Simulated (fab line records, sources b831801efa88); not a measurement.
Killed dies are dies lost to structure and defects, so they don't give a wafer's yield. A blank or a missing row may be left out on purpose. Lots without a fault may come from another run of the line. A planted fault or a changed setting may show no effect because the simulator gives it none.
One fault seen from 2 desks | flow sky130 | each desk has only its own numbers; what lay behind them comes last

THE METROLOGY DESK
What the gauges read, lot by lot, whatever tool the lot ran on: means of the sampled wafers that have a number. A lot is out of limits, marked OUT, if its mean lies more than 4 standard deviations from the usual mean; the brackets give that distance.
Columns: A = POLY_CUT_OVL at SKY_POLY_CUT_OVL_MEAS_09, usual -3 nm; B = VIA4_HDPCVD_THK at SKY_VIA4_THK_MEAS_01, usual 1728 nm
lot  | first seen here | A   | B
L189 | day 24 10:33    | 0   | 1741
L191 | day 25 08:18    | -4  | 1731
L193 | day 26 00:58    | -6  | 1723
L194 | day 26 09:07    | -13 | 1712
L196 | day 27 02:55    | -9  | 1720
L203 | day 29 07:25    | 1   | 1727
L206 | day 30 11:52    | -10 | 1739
L207 | day 30 17:12    | -6  | 1714
L208 | day 30 22:31    | -4  | 1752
L209 | day 31 13:22    | -7  | 1700
L211 | day 33 06:19    | -3  | 1713
This desk's finding: nothing out of limits on any of the 11 lots.

THE TOOL OWNER'S DESK: rie_metal-01
The tool's own readings at SKY_LOCAL_INTERCONNECT_ETCH_13 (etches BARC in N2/H2, stops on SiO2, time 45.9 s, target depth 60 nm): means of the sampled wafers that have a number, for each lot that ran on this tool. A lot is out of limits, marked OUT, if its mean lies more than 4 standard deviations from the usual mean; the brackets give that distance.
Columns: A = drypump_motor_current_A at SKY_LOCAL_INTERCONNECT_ETCH_13, usual 5.9 A; B = oes_product_au at SKY_LOCAL_INTERCONNECT_ETCH_13, usual 0.854 a.u.; C = run_length_s at SKY_LOCAL_INTERCONNECT_ETCH_13, usual 74.1 s; D = throttle_valve_pct at SKY_LOCAL_INTERCONNECT_ETCH_13, usual 13.224 %
lot  | first seen here | A   | B               | C               | D
L189 | day 30 14:12    | 5.4 | 0.857           | 74.2            | 13.219
L191 | day 31 08:14    | 5.4 | 0.851           | 74.0            | 13.221
L194 | day 32 09:31    | 5.4 | 0.808 (-10) OUT | 79.3 (+9.5) OUT | 13.219
L196 | day 33 05:25    | 5.4 | 0.804 (-11) OUT | 79.8 (+10) OUT  | 13.224
L207 | day 36 09:26    | 5.5 | 0.854           | 74.0            | 13.222
L208 | day 36 14:33    | 5.4 | 0.858           | 74.0            | 13.225
L209 | day 37 05:19    | 5.4 | 0.852           | 74.4            | 13.218
This desk's finding: out of limits on L194, L196; first on L194, day 32 09:31 (oes_product_au at SKY_LOCAL_INTERCONNECT_ETCH_13). In limits: L189, L191, L207, L208, L209.

PUT TOGETHER
The tool owner's desk could have raised an alarm at day 32 09:31, on L194, L196.
The metrology desk saw nothing out of limits.
The metrology desk has L194, L196 on record, within its limits.
Of the lots named, all ran SKY_LOCAL_INTERCONNECT_ETCH_13 on rie_metal-01.

WHAT THE SIMULATOR HAD PUT IN
Process parameter drift: rie_metal-01, from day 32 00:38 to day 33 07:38, at SKY_LOCAL_INTERCONNECT_ETCH_13. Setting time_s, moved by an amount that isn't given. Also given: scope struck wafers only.
Lots struck among those shown: L194, L196.
Hours from the fault's start to each desk's first reading out of limits: the tool owner's desk, 9.
